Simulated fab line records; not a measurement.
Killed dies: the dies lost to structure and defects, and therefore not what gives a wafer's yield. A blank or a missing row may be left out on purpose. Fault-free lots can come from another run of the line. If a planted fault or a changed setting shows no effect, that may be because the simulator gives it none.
Code-filled problem report in 8D (eight disciplines) form	flow sky130	the parts of the form that need people (team, actions taken, sign-off) are left out

== 1. PROBLEM STATEMENT ==
At SKY_METAL2_METAL_ETCH_19, bias-w averages 60.50 W over 4 wafers from 2 lots, while fault-free wafers read 48.51 W, standard deviation 0.16. That is +75 standard deviations from the usual mean.
The step: etches the open film in Cl2/BCl3, stops on SiO2, target depth 360 nm, time 78 s.
Earliest sighting: wafer L959.4 on rie-metal-04 at day 39 11:16. The record has a number at this step for 30 wafers belonging to 10 lots. By rule, "out" or "out of limits" means more than 4 standard deviations away from the usual mean. The other wafers with a number count as sound.

== 2. WHAT THIS IS AND IS NOT ==
question	is	is not
which readings at this step	bias-w	drypump-motor-current-A, he-backside-leak-sccm, oes-product-au, throttle-valve-pct
which lots	L959, L960	L948, L949, L950, L953, L954, L956, L968, L969
which wafers of those lots	L959.4, L959.5, L960.1, L960.3	L959.6, L960.6
read on which tools	rie-metal-04	rie-metal-02, rie-metal-03
when	from day 39 11:16	up to then (19 sound wafers); but 7 sound wafers of L960, L968, L969 came after

== 3. WHAT RULES OUT EACH SUSPECT ==
Counting: a tool at a process step up to the reading stays a suspect if it ran every lot that is out. Sound lots after the first of them don't rule it out here, since some wafers of a struck lot are sound.
- rie-metal-04 at SKY_METAL2_METAL_ETCH_19 (etches the open film in Cl2/BCl3, stops on SiO2, target depth 360 nm, time 78 s): kept. Every lot that is out went through it, the first being L959 (day 39 11:16); the last sound lot it ran before that was L956 (day 38 10:38). Its own bias-w readings are out on those wafers.
- At SKY_METAL2_METAL_ETCH_19 on rie-metal-04, chamber 0 took the sound wafers of the same lots and chamber 1 took the wafers that are out.
After counting, what remains is rie-metal-04 at SKY_METAL2_METAL_ETCH_19.

== 4. THE CAUSE (what the simulator had put in) ==
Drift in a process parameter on rie-metal-04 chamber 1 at SKY_METAL2_METAL_ETCH_19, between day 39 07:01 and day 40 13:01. Setting bias-w shifted by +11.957 from 48.5. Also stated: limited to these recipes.
The count eliminated every tool but this one.

== 5. THE CHAIN OF EFFECTS, in route order ==
One row per reading whose mean, taken over the struck wafers that have a number, lies over 3 standard deviations from the usual. Only readings for which the record gives a usual standard deviation are gone through. hours: the time from each lot's start at the first step in this table that gives one to its start at this step, as a median over the lots. sigmas: the change in usual standard deviations.
hours	step	reading	usual	on struck wafers	change	sigmas
0	SKY_METAL2_METAL_ETCH_19	bias-w	48.51 W	60.50	+11.99	+75
0	SKY_METAL2_STRIP_20	strip-time-to-endpoint-s	2.71 s	2.42	-0.29	-5.9
The process steps in it:
- SKY_METAL2_METAL_ETCH_19: etches the open film in Cl2/BCl3, stops on SiO2, target depth 360 nm, time 78 s.
- SKY_METAL2_STRIP_20: strips in O2/N2.
Later steps that measure or inspect, where all struck wafers having a row at the step show a number for every such reading and not one has moved that far: SKY_VIA2_THK_MEAS_01.

== 6. WHAT WOULD HAVE CAUGHT IT SOONER ==
In this record no reading fell out of limits until day 39 11:16, 4 hours after the fault had begun at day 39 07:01.
